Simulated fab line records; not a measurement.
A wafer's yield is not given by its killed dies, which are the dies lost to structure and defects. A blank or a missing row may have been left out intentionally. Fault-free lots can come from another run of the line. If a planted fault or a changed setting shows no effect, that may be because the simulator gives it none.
A lot that was struck, set against a sound lot | flow sky130 | 14 steps out of a route of 708
Sound: these wafers, L631.3, L631.4, L631.6. The struck wafers were L643.3, L643.4, L643.5. The cause is given at the end.
For every step that has rows: the tool of each side, followed by ch and its chambers, followed by its first start. Under that, the readings that differ: sound wafers | struck wafers | difference of the means | sigmas: that difference in standard deviations of wafers without a fault.
alike: readings whose means differ by less than 2 such deviations, and words and numbers that are the same on both sides. not compared: withheld readings, readings that some wafer has no value for, bounds like >300 that may hide the same value, and numbers for which the record gives no deviation and whose values overlap.
The two part at a step that has a row with sigmas, a row that says differs or no value, or rows on one side only. Non-overlapping numbers with no deviation appear without sigmas and do not part them. Lack of a reading on every wafer of one side parts them only where that side has two or more wafers.

first, 1 step without rows for these wafers: SKY_CAPM_DEVELOP_11 (develop time 60 s).
SKY_CAPM_OVL_MEAS_12:
  sound on overlay-02, day 38 16:44; struck on overlay-02, day 42 05:25
  alike: CAPM_OVL
SKY_CAPM_METAL_ETCH_13: etches TiN in Cl2/BCl3, stops on SiO2, target depth 220 nm, time 62.9 s.
  sound on rie_metal-02 ch 0,1, day 38 16:47; struck on rie_metal-02 ch 0,1, day 42 05:28
  alike: drypump_motor_current_A, oes_product_au, throttle_valve_pct
  not compared: rf_hours_counter_h
SKY_CAPM_STRIP_14: strips in O2/N2.
  sound on plasma_asher-02 ch 0,1, day 38 16:52; struck on plasma_asher-02 ch 0,1, day 42 05:32
  alike: drypump_motor_current_A, oes_product_au, strip_time_to_endpoint_s
  not compared: rf_hours_counter_h
then, 8 steps without rows for these wafers: SKY_CAPM_STRIP_15 (strips in post etch residue remover, time 1200 s); SKY_CAPM_CLEAN_16 (cleans in IPA, time 180 s); SKY_CAPM_CLEAN_17 (cleans in O3/DIW); SKY_METAL3_DEHYDRATE_05 (time 60 s); SKY_METAL3_HMDS_06 (prime time 60 s); SKY_METAL3_COAT_07 (resist thk 60 nm); SKY_METAL3_COAT_08 (resist thk 1140 nm); SKY_METAL3_SOFTBAKE_09 (time 90 s).
SKY_METAL3_EXPOSE_10: exposes mask MM3, target cd 300 nm.
  sound on krf_scanner-01 ch 0, day 39 05:35; struck on krf_scanner-01 ch 0, day 42 16:53
  reading                        | sound                | struck         | difference | sigmas
  model.METAL3.overlay_x_nm (nm) | -1.605 -1.605 -1.605 | 12.5 12.5 12.5 | +14.1      |
  alike: mask
then, 1 step without rows for these wafers: SKY_METAL3_PEB_11.

## WHERE THEY PART
Nowhere in this record.

WHY: what the simulator had put in
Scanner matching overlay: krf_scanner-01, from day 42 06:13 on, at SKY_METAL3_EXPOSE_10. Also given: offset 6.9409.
